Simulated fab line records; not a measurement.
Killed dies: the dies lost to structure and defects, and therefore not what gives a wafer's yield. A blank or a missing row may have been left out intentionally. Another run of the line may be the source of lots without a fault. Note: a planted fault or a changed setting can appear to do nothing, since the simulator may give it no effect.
Which tool did it? ; flow gf180mcu ; Sampling: 6 lots, 18 wafers, 2 of 602 route steps

WHAT THE GAUGES SHOWED, per wafer
GF_VT_IMPLANT_RS_MEAS_49: measures by four-point-probe.
lot;measured;on;MVPSD_RS (ohm/sq)
L955;day 7 22:07;film metro-04;1176.1 1175.4 1174.2
L958;day 8 18:44;film metro-02;1193.7 1186.9 1190.4 1193.4 1190.0 1193.3
L962;day 9 20:37;film metro-01;1172.1 1173.5 1172.9
L969;day 12 07:07;film metro-02;1169.5 1167.0 1169.6
L972;day 12 17:59;film metro-04;1172.3 1176.6 1170.8
L974;day 13 15:58;film metro-02;1167.7 1169.9 1169.7

TOOL THAT RAN EACH LOT (tool first, then ch and the chambers of the sampled wafers, then the start)
lot;GF_MVPSD_IMPLANT_09
L955;implanter-03 ch 0, day 5 10:38
L958;implanter-03 ch 0, day 6 01:04
L962;implanter-04 ch 0, day 6 23:18
L969;implanter-04 ch 0, day 9 03:32
L972;implanter-03 ch 0, day 9 14:28
L974;implanter-02 ch 0, day 10 11:14
- GF_MVPSD_IMPLANT_09

THE ANSWER, worked out from the rows above alone
Rule: the lots themselves supply what counts as usual. The widest of any qualifying gaps counts: lots, ordered by their means at a reading, are off when they make up no more than a third of the lots, leave a main group of 4 or more, and stand apart from it by 3 or more times the standard deviation of that group's means. If all means in a main group match to the digits the tables above print for the reading, that group is not used. A lot without any number at a reading at which 4 lots or more have one is off too. The other lots that the step has rows for count as sound.
Off: L958, at GF_VT_IMPLANT_RS_MEAS_49 (MVPSD_RS). The main group: mean 1171.8 ohm/sq, standard deviation 2.5.
A tool fits if, at a process step before that reading, it ran every lot that is off, and no sound lot after the first of them. The gauges at GF_VT_IMPLANT_RS_MEAS_49 are tried like those tools. None of those tried fits.

WHAT THE SIMULATOR HAD INSERTED
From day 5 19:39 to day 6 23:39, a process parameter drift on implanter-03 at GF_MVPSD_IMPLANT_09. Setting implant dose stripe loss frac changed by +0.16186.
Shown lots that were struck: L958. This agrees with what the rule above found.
